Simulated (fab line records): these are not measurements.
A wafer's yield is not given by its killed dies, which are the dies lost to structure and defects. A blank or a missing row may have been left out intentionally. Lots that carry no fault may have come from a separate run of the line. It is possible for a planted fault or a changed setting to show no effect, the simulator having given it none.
Matching of chambers    flow sky130    SKY_VIA4_CMP_21 on cmp-02: 4 sister chambers
The step polishes, stops on SiO2, t overpolish 25 s, target thk 0 nm. 14 wafers are shown with their chamber, then 7 later ones without.

== WAFERS, EACH WITH ITS CHAMBER ==
wafer   chamber  motor-current-A (A)  time-to-endpoint-s (s)  overpolish-run-s (s)
L122.1  1        11.3                 123                     25.012
L122.4  2        13.2                 118                     25.002
L122.6  2        14.3                 117                     25.000
L124.1  2        13.2                 122                     25.014
L124.4  1        11.4                 127                     24.992
L124.5  2        13.0                 123                     24.993
L125.3  0        12.7                 123                     25.007
L125.5  0        12.5                 124                     24.997
L125.6  3        11.1                 123                     24.991
L126.1  0        11.9                 125                     25.000
L126.2  2        12.9                 125                     24.993
L126.4  3        11.2                 124                     25.004
L134.2  0        12.3                 117                     25.005
L134.3  2        13.2                 118                     24.988

SIGNATURES (averages over the wafers above)
reading             chamber 0  chamber 1  chamber 2  chamber 3  scatter within a chamber
motor-current-A     12.350     11.350     13.300     11.150     0.405
time-to-endpoint-s  122.25     125.00     120.50     123.50     3.17
overpolish-run-s    25.00225   25.00200   24.99833   24.99750   0.00879
Rule: for a wafer and a chamber, the distance is found by dividing, reading by reading, the gap between the wafer's reading and the chamber's mean by the reading's scatter, squaring, summing and taking the root. The wafer belongs to the nearest chamber; if the next one is less than 2 further off, it can't be placed. How the scatter is found: for the shown wafers, subtract from each reading the mean of its chamber, square and add these, divide the total by (wafers less chambers), then take the root.

== WAFERS WHOSE CHAMBER IS MISSING ==
wafer   motor-current-A (A)  time-to-endpoint-s (s)  overpolish-run-s (s)
L134.4  10.7                 127                     24.991
L137.1  12.0                 128                     24.987
L137.2  11.5                 125                     25.010
L137.4  10.9                 125                     25.002
L141.2  13.5                 119                     24.976
L141.5  13.4                 121                     24.980
L141.6  10.7                 127                     25.008

== CHAMBER TAKEN BY EACH ==
wafer   from the rows above                in truth
L134.4  can't be placed: 3 or 1            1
L137.1  can't be placed: 1 or 0 or 3 or 2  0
L137.2  can't be placed: 1 or 3 or 0       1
L137.4  can't be placed: 3 or 1            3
L141.2  can't be placed: 2 or 0            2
L141.5  can't be placed: 2 or 0            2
L141.6  can't be placed: 1 or 3            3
Placed correctly: 0 of 7. From these rows, 7 cannot be placed; in 7 the true chamber is one of the candidates. Number placed wrongly: 0.
